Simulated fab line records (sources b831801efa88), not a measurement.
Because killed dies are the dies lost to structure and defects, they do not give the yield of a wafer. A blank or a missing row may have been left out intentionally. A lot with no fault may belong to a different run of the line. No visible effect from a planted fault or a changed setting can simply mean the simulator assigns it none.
Comparing a struck lot with a sound one    flow gf180mcu    14 steps out of a route of 602
Sound: the wafers L750.1, L750.2, L750.5. Wafers struck: L757.1, L757.2, L757.3. The cause is named last.
Order at every step that has rows: each side's tool, ch and its chambers, its first start. Under that, the readings that differ: sound wafers    struck wafers    difference of the means    sigmas: that difference in standard deviations of wafers without a fault.
alike: a reading whose means differ by less than 2 such deviations, as well as words and numbers matching on both sides. not compared: withheld readings; readings where some wafer has no value; bounds like >300 that might hide an equal value; numbers whose values overlap and for which the record gives no deviation.
The two part at a step that has a row with sigmas, a row that says differs or no value, or rows on one side only. Numbers that have no deviation but don't overlap get no sigmas and don't part them. Lack of a reading on every wafer of one side parts them only where that side has two or more wafers.

GF_V3_CMP_26: polishes, stops on SiO2, t overpolish 15 s, target thk 0 nm.
  sound on cmp-01 ch 0,1, day 24 19:13; struck on cmp-02 ch 0,1,2, day 26 18:09
  alike: motorCurrentA, overpolishRunS, retainingRingPressureFrac, timeToEndpointS
GF_M4_SPUTTER_00: material Ti, target thk 37.5 nm, time 150 s.
  struck on pvdSputter-03, day 26 18:27; sound on pvdSputter-02, day 24 19:31
  alike: chamberPressurePa, throttleValvePct
GF_M4_SPUTTER_01: material TiN, target thk 30 nm, time 25 s.
  struck on pvdSputter-03, day 26 18:33; sound on pvdSputter-02, day 24 19:37
  alike: chamberPressurePa, throttleValvePct
GF_M4_SPUTTER_02: material AlCu, target thk 450 nm, time 23.9 s.
  struck on pvdSputter-03, day 26 18:35; sound on pvdSputter-02, day 24 19:38
  alike: chamberPressurePa, throttleValvePct
then, 1 step without rows for these wafers: GF_M4_SPUTTER_03 (material Ti, target thk 10 nm, time 6.7 s).
GF_M4_SPUTTER_04: material TiN, target thk 50 nm, time 41.7 s.
  struck on pvdSputter-03, day 26 18:38; sound on pvdSputter-02, day 24 19:41
  alike: chamberPressurePa, throttleValvePct
GF_M4_RS_MEAS_05: the measuring method here is four-point-probe.
  struck on filmMetro-01, day 26 18:40; sound on filmMetro-01, day 24 19:44
  alike: M4_ALCU_RS
GF_M4_THK_MEAS_06: measures by xrf.
  struck on filmMetro-01, day 26 18:47; sound on filmMetro-01, day 24 19:51
  alike: M4_ALCU_THK
then, 4 steps without rows for these wafers: GF_M4_DEHYDRATE_07 (time 60 s); GF_M4_HMDS_08 (prime time 60 s); GF_M4_COAT_09 (resist thk 1000 nm); GF_M4_SOFTBAKE_10 (time 60 s).
GF_M4_EXPOSE_11: exposes mask Metal4, target cd 280 nm.
  struck on krfScanner-01, day 27 05:20; sound on krfScanner-02 ch 0, day 25 07:01
  no value came back on the struck wafers for exposureDoseMJCm2, focusOffsetNm (nm); on the sound wafers exposureDoseMJCm2 reads 28.024 28.027 27.990
  alike: mask
then, 1 step without rows for these wafers: GF_M4_PEB_12 (peb time 90 s).

== WHERE THEY PART ==
At GF_M4_EXPOSE_11 and nowhere else, as far as this record goes.

WHY: what had been put in by the simulator
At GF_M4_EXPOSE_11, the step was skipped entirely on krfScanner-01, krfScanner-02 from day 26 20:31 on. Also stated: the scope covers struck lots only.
